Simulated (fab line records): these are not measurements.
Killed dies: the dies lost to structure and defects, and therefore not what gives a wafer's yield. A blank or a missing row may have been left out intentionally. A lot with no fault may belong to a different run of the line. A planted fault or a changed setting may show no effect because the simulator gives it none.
What tool caused it? ; flow sky130 ; 8 lots with 24 wafers sampled at 4 steps, on a route of 708 steps

== WHAT THE GAUGES SHOWED, per wafer ==
SKY_VT_ADJUST_HVTP_TW_MEAS_11. Usual: VT_ADJUST_HVTP_TW typically reads 1351, with standard deviation 11.
lot;measured;on;VT_ADJUST_HVTP_TW;flag
L842;day 6 01:04;filmMetro-04;1338 1343 1352;
L843;day 6 10:50;filmMetro-04;1340 1344 1337;
L844;day 6 16:05;filmMetro-01;1355 1353 1360;
L845;day 6 22:05;filmMetro-03;1371 1360 1365;
L846;day 7 06:14;filmMetro-04;1345 1347 1347;
L847;day 7 18:21;filmMetro-01;1354 1358 1354;
L848;day 7 21:22;filmMetro-01;1359 1352 1347;
L849;day 7 22:58;filmMetro-04;1344 1347 1340;

SKY_VT_ADJUST_LVTN_TW_MEAS_10. Usual: VT_ADJUST_LVTN_TW typically reads 240.4, with standard deviation 2.1.
lot;measured;on;VT_ADJUST_LVTN_TW;flag
L842;day 6 21:12;filmMetro-04;239.9 239.7 239.9;
L843;day 7 07:18;filmMetro-04;239.4 239.5 240.2;
L844;day 7 11:55;filmMetro-04;241.5 239.0 238.8;
L845;day 7 18:21;filmMetro-02;240.8 240.9 240.2;
L846;day 8 02:50;filmMetro-04;467.6 469.1 465.8;OFF
L847;day 8 15:15;filmMetro-03;474.1 476.4 479.7;OFF
L848;day 8 18:56;filmMetro-04;466.6 466.8 466.2;OFF
L849;day 8 20:53;filmMetro-04;467.0 464.4 465.4;OFF

== TOOL THAT RAN EACH LOT (tool first, then ch and the chambers of the sampled wafers, then the start) ==
lot;SKY_FIELD_ISO_ETCH_17;SKY_VT_ADJUST_LVTN_IMPLANT_08
L842;rieSi-01 ch 0,1,3, day 2 06:43;implanter-01 ch 0, day 6 20:58
L843;rieSi-02 ch 0,2,3, day 2 11:20;implanter-01 ch 0, day 7 07:03
L844;rieSi-01 ch 0,1, day 2 16:59;implanter-03 ch 0, day 7 11:41
L845;rieSi-02 ch 0,1,2, day 2 21:29;implanter-04 ch 0, day 7 18:06
L846;rieSi-01 ch 0,1, day 3 01:17;implanter-03 ch 0, day 8 02:37
L847;rieSi-02 ch 2,3, day 3 11:00;implanter-03 ch 0, day 8 15:01
L848;rieSi-02 ch 0,2,3, day 3 14:14;implanter-03 ch 0, day 8 18:41
L849;rieSi-01 ch 0,1, day 3 16:57;implanter-04 ch 0, day 8 20:38
- SKY_FIELD_ISO_ETCH_17: etches Si in HBr/Cl2/O2, target depth 342 nm, time 97.7 s.
- SKY_VT_ADJUST_LVTN_IMPLANT_08

== AS READ BY THE TOOLS THEMSELVES (means over the sampled wafers that have a number; for cases with no such wafer, the mark the record gives instead) ==
SKY_FIELD_ISO_ETCH_17. Usual: chamberPressureMTorr 15.002 mTorr, standard deviation 0.015; drypumpMotorCurrentA 5.7 A, standard deviation 0.5; heBacksideLeakSccm 2.86 sccm, standard deviation 0.17; oesProductAu 0.998 a.u., standard deviation 0.0097; throttleValvePct 25.657 %, standard deviation 0.01.
lot;tool;chamberPressureMTorr (mTorr);drypumpMotorCurrentA (A);heBacksideLeakSccm (sccm);oesProductAu (a.u.);throttleValvePct (%);flag
L842;rieSi-01;15.001;5.9;2.79;0.997;25.648;
L843;rieSi-02;15.001;5.3;2.86;0.996;25.655;
L844;rieSi-01;15.005;6.0;2.95;0.997;25.656;
L845;rieSi-02;14.992;5.6;2.89;1.004;25.649;
L846;rieSi-01;15.005;5.7;3.02;0.998;25.661;
L847;rieSi-02;14.993;5.2;2.94;0.997;25.650;
L848;rieSi-02;14.986;5.3;3.02;1.011;25.655;
L849;rieSi-01;15.006;6.0;2.93;0.991;25.662;

== THE ANSWER, worked out from the rows above alone ==
Rule: a lot counts as off when the mean over its wafers that have a number is more than 3 standard deviations away from the usual mean. Also off: a lot with no number at a reading for which 4 or more lots have one. Any other lot the step has rows for is counted as sound. Order of review: gauges by route order, followed by the tools' own readings, for which a lot's mean as printed above is used. The first step at which some lot is off is used, and at that step the reading that is off furthest; a lot without a number counts as furthest.
Off: L846, L847, L848, L849, seen at SKY_VT_ADJUST_LVTN_TW_MEAS_10 (VT_ADJUST_LVTN_TW).
A tool fits if, at a process step before that reading, it ran every lot that is off, and no sound lot after the first of them. The gauges at SKY_VT_ADJUST_LVTN_TW_MEAS_10 are tried like those tools. No candidate that was tried fits.

== WHAT THE SIMULATOR HAD INSERTED ==
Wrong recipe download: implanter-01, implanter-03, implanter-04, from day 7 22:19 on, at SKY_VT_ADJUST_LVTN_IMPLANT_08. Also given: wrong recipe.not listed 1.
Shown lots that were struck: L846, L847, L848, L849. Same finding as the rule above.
